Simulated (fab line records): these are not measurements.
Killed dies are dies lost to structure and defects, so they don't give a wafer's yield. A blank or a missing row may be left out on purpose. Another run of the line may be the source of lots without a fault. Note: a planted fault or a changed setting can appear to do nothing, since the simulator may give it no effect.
A struck lot beside a sound one | flow sky130 | 17 out of 708 route steps
Sound: these wafers, L158.1, L158.5, L158.6. The struck wafers were L156.1, L156.2, L156.6. At the end, the cause is stated.
Each step with rows lists, per side, the tool, then ch with its chambers, then its first start. Under that, the readings that differ: sound wafers | struck wafers | difference of the means | sigmas: that difference in standard deviations of wafers without a fault.
alike: readings whose means differ by less than 2 such deviations, and words and numbers that are the same on both sides. not compared: withheld readings, readings that some wafer has no value for, bounds like >300 that may hide the same value, and numbers for which the record gives no deviation and whose values overlap.
A row with sigmas, a row that says differs or no value, or rows on one side alone: a step with any of these is where the two part. Numbers that have no deviation but don't overlap get no sigmas and don't part them. Lack of a reading on every wafer of one side parts them only where that side has two or more wafers.

SKY_VT_ADJUST_HVTP_OVL_MEAS_08:
  struck on overlay-02, day 11 12:08; sound on overlay-01, day 12 00:04
  alike: VT_ADJUST_HVTP_OVL
after that, 1 step had no rows for these wafers: SKY_VT_ADJUST_HVTP_IMPLANT_09.
SKY_VT_ADJUST_HVTP_STRIP_10: strips in O2/N2.
  sound on plasma asher-02 ch 0,1, day 12 00:15; struck on plasma asher-01 ch 0,1, day 11 12:19
  alike: drypump motor current A, oes product au, strip time to endpoint s
  not compared: rf hours counter h
SKY_VT_ADJUST_HVTP_TW_MEAS_11:
  struck on film metro-01, day 11 12:25; sound on film metro-01, day 12 00:21
  alike: VT_ADJUST_HVTP_TW
then, 7 steps without rows for these wafers: SKY_VT_ADJUST_LVTN_DEHYDRATE_00 (time 60 s); SKY_VT_ADJUST_LVTN_HMDS_01 (prime time 60 s); SKY_VT_ADJUST_LVTN_COAT_02 (resist thk 3000 nm); SKY_VT_ADJUST_LVTN_SOFTBAKE_03; SKY_VT_ADJUST_LVTN_EXPOSE_04 (exposes mask NWM COMPLEMENT LESS NATIVE, target cd 840 nm); SKY_VT_ADJUST_LVTN_PEB_05; SKY_VT_ADJUST_LVTN_DEVELOP_06 (develop time 60 s).
SKY_VT_ADJUST_LVTN_OVL_MEAS_07:
  struck on overlay-01, day 12 12:38; sound on overlay-01, day 13 00:29
  alike: VT_ADJUST_LVTN_OVL
SKY_VT_ADJUST_LVTN_IMPLANT_08:
  sound on implanter-03 ch 0, day 13 00:31; struck on implanter-04 ch 0, day 12 12:40
  reading            | sound                           | struck                      | difference | sigmas
  dose ions cm2      | 1.571e+12 1.5685e+12 1.5703e+12 | 7.702e+11 7.7e+11 7.671e+11 | -8.008e+11 | -99 or more
  faraday current uA | 8.83 8.91 8.94                  | 4.29 4.24 4.28              | -4.62      | -26
SKY_VT_ADJUST_LVTN_STRIP_09: strips in O2/N2.
  sound on plasma asher-04 ch 0,1, day 13 00:40; struck on plasma asher-03 ch 0,1, day 12 12:49
  alike: drypump motor current A, oes product au, strip time to endpoint s
  not compared: rf hours counter h
SKY_VT_ADJUST_LVTN_TW_MEAS_10:
  struck on film metro-01, day 12 12:55; sound on film metro-04, day 13 00:46
  reading           | sound             | struck            | difference | sigmas
  VT_ADJUST_LVTN_TW | 244.2 242.5 244.9 | 196.3 196.7 196.4 | -47.4      | -28
then, 1 step without rows for these wafers: SKY_VT_ADJUST_LVTN_DEHYDRATE_11 (time 60 s).
-- the record jumps here: 38 days lie between the struck wafers' starts before and after (it left off in module VT_ADJUST_LVTN and takes up again in module PAD_OPEN, whose first step shown is number 708 of the route) --
SKY_PAD_OPEN_PROBE_99:
  struck on prober-01, day 50 14:39; sound on prober-01, day 50 20:40
  reading                                | sound                | struck               | difference | sigmas
  killed_at_M0_to_M3                     | 32 41 43             | 46 55 62             | +16        | +2
  model.etest.nfet_01v8_lvt.vt sat v (V) | 0.5561 0.5386 0.5488 | 0.5163 0.5175 0.5138 | -0.0320    |
  alike: killed_at_M4_up, killed at contacts, killed at front end, killed at other, killed dies, killed on rim, killed open, killed short
  not compared: model.etest.nfet_01v8_lvt.drive ua um, model.etest.nfet_01v8_swapped.off log10 a um, model.etest.nfet_01v8.off log10 a um, model.etest.nfet_01v8_turned.off log10 a um, model.etest.nfet_01v8_lvt.vt v, model.etest.nfet_01v8.vt sat v, model.etest.nfet_01v8_swapped.vt sat v

== WHERE THEY PART ==
Last at SKY_PAD_OPEN_PROBE_99 as far as this record goes, first at SKY_VT_ADJUST_LVTN_IMPLANT_08.

WHY: what the simulator had put in
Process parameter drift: implanter-04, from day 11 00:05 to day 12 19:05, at SKY_VT_ADJUST_LVTN_IMPLANT_08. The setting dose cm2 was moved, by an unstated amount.
